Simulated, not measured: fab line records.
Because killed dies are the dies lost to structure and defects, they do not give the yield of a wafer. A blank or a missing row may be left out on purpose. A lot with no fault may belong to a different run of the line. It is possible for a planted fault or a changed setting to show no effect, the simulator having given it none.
Comparing a struck lot with a sound one    flow sky130    18 steps out of a route of 708
Sound: wafers L591.2, L591.4, L591.5. The struck wafers were L601.2, L601.4, L601.5. At the end, the cause is stated.
Each step with rows lists, per side, the tool, then ch with its chambers, then its first start. Under that, the readings that differ: sound wafers    struck wafers    difference of the means    sigmas: that difference in standard deviations of wafers without a fault.
alike: a reading whose means differ by less than 2 such deviations, as well as words and numbers matching on both sides. not compared: withheld readings; readings where some wafer has no value; bounds like >300 that might hide an equal value; numbers whose values overlap and for which the record gives no deviation.
The two part at a step that has a row with sigmas, a row that says differs or no value, or rows on one side only. Non-overlapping numbers with no deviation appear without sigmas and do not part them. A reading missing from all wafers of one side parts the sides only when that side holds two or more wafers.

first, 4 steps without rows for these wafers: SKY_LDD_HVN_SOFTBAKE_03 (time 60 s); SKY_LDD_HVN_EXPOSE_04 (exposes mask HVNTM, target cd 700 nm); SKY_LDD_HVN_PEB_05; SKY_LDD_HVN_DEVELOP_06 (develop time 60 s).
SKY_LDD_HVN_OVL_MEAS_07:
  sound: overlay-01 at day 22 00:56; struck: overlay-01 at day 25 17:32
  alike: LDD_HVN_OVL
next, for these wafers, 1 step has no rows: SKY_LDD_HVN_IMPLANT_08.
SKY_LDD_HVN_STRIP_09: strips in O2/N2.
  sound on plasma asher-02 ch 0,1, day 22 01:07; struck on plasma asher-03 ch 0,1, day 25 17:43
  alike: drypump motor current A, oes product au, strip time to endpoint s
  not compared: rf hours counter h
SKY_LDD_HVN_TW_MEAS_10:
  sound: film metro-01 at day 22 01:13; struck: film metro-01 at day 25 17:49
  alike: LDD_HVN_TW
then, 4 steps without rows for these wafers: SKY_LDD_HVP_DEHYDRATE_00 (time 60 s); SKY_LDD_HVP_HMDS_01 (prime time 60 s); SKY_LDD_HVP_COAT_02 (resist thk 300 nm); SKY_LDD_HVP_SOFTBAKE_03 (time 60 s).
SKY_LDD_HVP_EXPOSE_04: exposes mask HVPTM, target cd 700 nm.
  sound on iline stepper-02 ch 0, day 22 16:14; struck on iline stepper-01 ch 0, day 26 09:08
reading                          sound                    struck                difference  sigmas
model.LDD_HVP.overlay x nm (nm)  -0.3621 -0.3621 -0.3621  -82.65 -82.65 -82.65  -82.29      
  alike: mask
then, 2 steps without rows for these wafers: SKY_LDD_HVP_PEB_05; SKY_LDD_HVP_DEVELOP_06 (develop time 60 s).
SKY_LDD_HVP_OVL_MEAS_07:
  sound: overlay-02 at day 23 07:05; struck: overlay-01 at day 26 22:49
reading           sound          struck             difference  sigmas
LDD_HVP_OVL (nm)  -0.6 -1.7 0.1  -81.7 -81.6 -79.8  -80.3       -67
next, for these wafers, 1 step has no rows: SKY_LDD_HVP_IMPLANT_08.
-- record jumps: 22 days separate the struck wafers' starts on either side; left off in module LDD_HVP, taken up again in module PAD_OPEN, whose first shown step is the route's number 708 --
SKY_PAD_OPEN_PROBE_99:
  rows exist in the record for the struck wafers here (prober-01, day 49 07:56), but not for the sound ones

WHERE THEY PART
Earliest at SKY_LDD_HVP_OVL_MEAS_07; latest, in this record, at SKY_PAD_OPEN_PROBE_99.

WHY: whatever the simulator had introduced
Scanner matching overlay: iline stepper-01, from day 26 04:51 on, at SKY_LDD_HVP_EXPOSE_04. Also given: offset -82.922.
